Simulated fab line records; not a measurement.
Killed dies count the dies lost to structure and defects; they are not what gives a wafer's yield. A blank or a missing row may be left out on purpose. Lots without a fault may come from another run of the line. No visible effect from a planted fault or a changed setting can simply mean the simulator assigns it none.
Comparing a struck lot with a sound one ; flow sky130 ; 15 steps out of a route of 708
Sound: the wafers L154.2, L154.4, L154.6. Wafers L150.1, L150.3, L150.6 were the ones struck. At the end, the cause is stated.
For every step that has rows: the tool of each side, followed by ch and its chambers, followed by its first start. Under that, the readings that differ: sound wafers ; struck wafers ; difference of the means ; sigmas: that difference in standard deviations of wafers without a fault.
alike: words and numbers the same on both sides, and readings whose means are apart by under 2 such deviations; not compared: readings that were withheld, readings missing a value for some wafer, numbers with overlapping values and no deviation given by the record, and bounds like >300 which may hide the same value.
The two part at a step that has a row with sigmas, a row that says differs or no value, or rows on one side only. When numbers do not overlap yet have no deviation, they are printed without sigmas and do not part them. A reading missing from all wafers of one side parts the sides only when that side holds two or more wafers.

first, 6 steps without rows for these wafers: SKY_LDD_N_HMDS_01 (prime time 60 s); SKY_LDD_N_COAT_02 (resist thk 300 nm); SKY_LDD_N_SOFTBAKE_03 (time 60 s); SKY_LDD_N_EXPOSE_04 (exposes mask NTM, target cd 840 nm); SKY_LDD_N_PEB_05; SKY_LDD_N_DEVELOP_06 (develop time 60 s).
SKY_LDD_N_OVL_MEAS_07:
  sound on overlay-02 at day 25 00:16; struck on overlay-01 at day 22 13:22
  alike: LDD_N_OVL
then, 5 steps without rows for these wafers: SKY_LDD_N_IMPLANT_08; SKY_LDD_N_IMPLANT_09; SKY_LDD_N_IMPLANT_10; SKY_LDD_N_IMPLANT_11; SKY_LDD_N_IMPLANT_12.
SKY_LDD_N_IMPLANT_13:
  sound on implanter-01 ch 0, day 25 01:04; struck on implanter-04 ch 0, day 22 14:09
reading;sound;struck;difference;sigmas
rotation-deg (degrees);90.035 90.031 90.045;297.61 297.60 297.54;+207.55;+99 or more
after that, 1 step had no rows for these wafers: SKY_LDD_N_IMPLANT_14.
-- the record jumps here: 26 days lie between the struck wafers' starts before and after (it left off in module LDD_N and takes up again in module PAD_OPEN, whose first step shown is number 708 of the route) --
SKY_PAD_OPEN_PROBE_99:
  sound on prober-01 at day 50 10:46; struck on prober-01 at day 48 22:38
reading;sound;struck;difference;sigmas
model.etest.nfet_01v8_turned.vt-sat-v (V);0.6502 0.6455 0.6449;0.7185 0.705 0.7092;+0.0640;
model.etest.nfet_01v8_lvt.vt-sat-v (V);0.5391 0.5306 0.5303;0.5653 0.5494 0.5557;+0.0235;
model.etest.nfet_01v8_turned.vt-v (V);0.6994 0.6965 0.6957;0.7239 0.7145 0.7187;+0.0218;
model.etest.nfet_01v8.vt-sat-v (V);0.6505 0.64 0.6396;0.673 0.6591 0.6643;+0.022;
  alike: killed_at_M0_to_M3, killed_at_M4_up, killed-at-contacts, killed-at-front-end, killed-at-other, killed-dies, killed-open, killed-short
  not compared: model.etest.nfet_01v8_swapped.vt-sat-v

WHERE THEY PART
Only at SKY_LDD_N_IMPLANT_13, within this record. Later steps at which nothing parts them and some readings are alike: SKY_PAD_OPEN_PROBE_99.

WHY: whatever the simulator had introduced
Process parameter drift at SKY_LDD_N_IMPLANT_13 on implanter-04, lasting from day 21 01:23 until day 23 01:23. A move of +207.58 in setting rotation-deg, from 90. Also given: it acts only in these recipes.
